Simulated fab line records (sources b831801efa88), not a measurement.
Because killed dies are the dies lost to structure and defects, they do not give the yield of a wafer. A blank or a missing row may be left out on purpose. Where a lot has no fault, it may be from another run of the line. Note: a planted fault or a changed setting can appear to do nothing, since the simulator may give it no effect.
Which tool did it? | flow sky130 | 7 lots, 21 wafers sampled, at 4 steps of a route of 708

WHAT THE GAUGES SHOWED, per wafer
SKY_SONOS_ONO_THK_MEAS_01.
lot  | measured     | on           | SONOS_ONO_OXIDATION_THK (nm)
L798 | day 12 13:13 | filmMetro-02 | 2.58 2.64 2.57
L800 | day 13 09:06 | filmMetro-03 | 3.67 3.71 3.71
L802 | day 14 02:29 | filmMetro-04 | 2.68 2.69 2.70
L810 | day 16 16:14 | filmMetro-03 | 2.70 2.55 2.66
L812 | day 17 10:05 | filmMetro-03 | 2.56 2.59 2.60
L814 | day 17 17:04 | filmMetro-04 | 2.71 2.59 2.68
L817 | day 18 15:34 | filmMetro-03 | 2.56 2.58 2.57

WHICH TOOL RAN EACH LOT (tool, then ch and the chambers of the sampled wafers, then the start)
lot  | SKY_FIELD_ISO_STRIP_16             | SKY_VT_ADJUST_HVTR_STRIP_10         | SKY_SONOS_ONO_OXIDATION_00
L798 | plasmaAsher-02 ch 0,1, day 2 23:11 | plasmaAsher-01 ch 0,1, day 10 09:46 | furnace-02 ch 0, day 12 11:53
L800 | plasmaAsher-02 ch 0,1, day 3 08:11 | plasmaAsher-01 ch 0,1, day 11 04:32 | furnace-02 ch 0, day 13 07:46
L802 | plasmaAsher-02 ch 0,1, day 3 19:47 | plasmaAsher-04 ch 0,1, day 11 19:10 | furnace-01 ch 0, day 14 01:09
L810 | plasmaAsher-02 ch 0,1, day 5 13:08 | plasmaAsher-04 ch 0,1, day 14 07:11 | furnace-01 ch 0, day 16 14:53
L812 | plasmaAsher-04 ch 0,1, day 5 21:46 | plasmaAsher-03 ch 0,1, day 14 21:46 | furnace-02 ch 0, day 17 08:44
L814 | plasmaAsher-04 ch 0,1, day 6 07:44 | plasmaAsher-01 ch 0,1, day 15 04:15 | furnace-01 ch 0, day 17 15:43
L817 | plasmaAsher-03 ch 0,1, day 6 23:10 | plasmaAsher-01 ch 0,1, day 16 03:31 | furnace-02 ch 0, day 18 14:13
- SKY_FIELD_ISO_STRIP_16: strips in O2/N2.
- SKY_VT_ADJUST_HVTR_STRIP_10: strips in O2/N2.
- SKY_SONOS_ONO_OXIDATION_00: stabilise 600 s, purge 300 s, target thk 2.6 nm.

THE ANSWER, worked out from the rows above alone
Rule: usual is defined by the lots themselves. The widest of any qualifying gaps counts: lots, ordered by their means at a reading, are off when they make up no more than a third of the lots, leave a main group of 4 or more, and stand apart from it by 3 or more times the standard deviation of that group's means. A main group whose means are all the same, to the digits that the tables above print for the reading, isn't used. Also off: a lot with no number at a reading for which 4 or more lots have one. All remaining lots with rows at the step are treated as sound.
Off: L800, at SKY_SONOS_ONO_THK_MEAS_01 (SONOS_ONO_OXIDATION_THK). Main group: mean 2.62 nm, sd 0.043.
If a tool, at a process step before that reading, ran all the lots that are off and no sound lot after the first of them, it fits. The gauges at SKY_SONOS_ONO_THK_MEAS_01 are tried like those tools. Of those tried, none fits.

WHAT THE SIMULATOR HAD INSERTED
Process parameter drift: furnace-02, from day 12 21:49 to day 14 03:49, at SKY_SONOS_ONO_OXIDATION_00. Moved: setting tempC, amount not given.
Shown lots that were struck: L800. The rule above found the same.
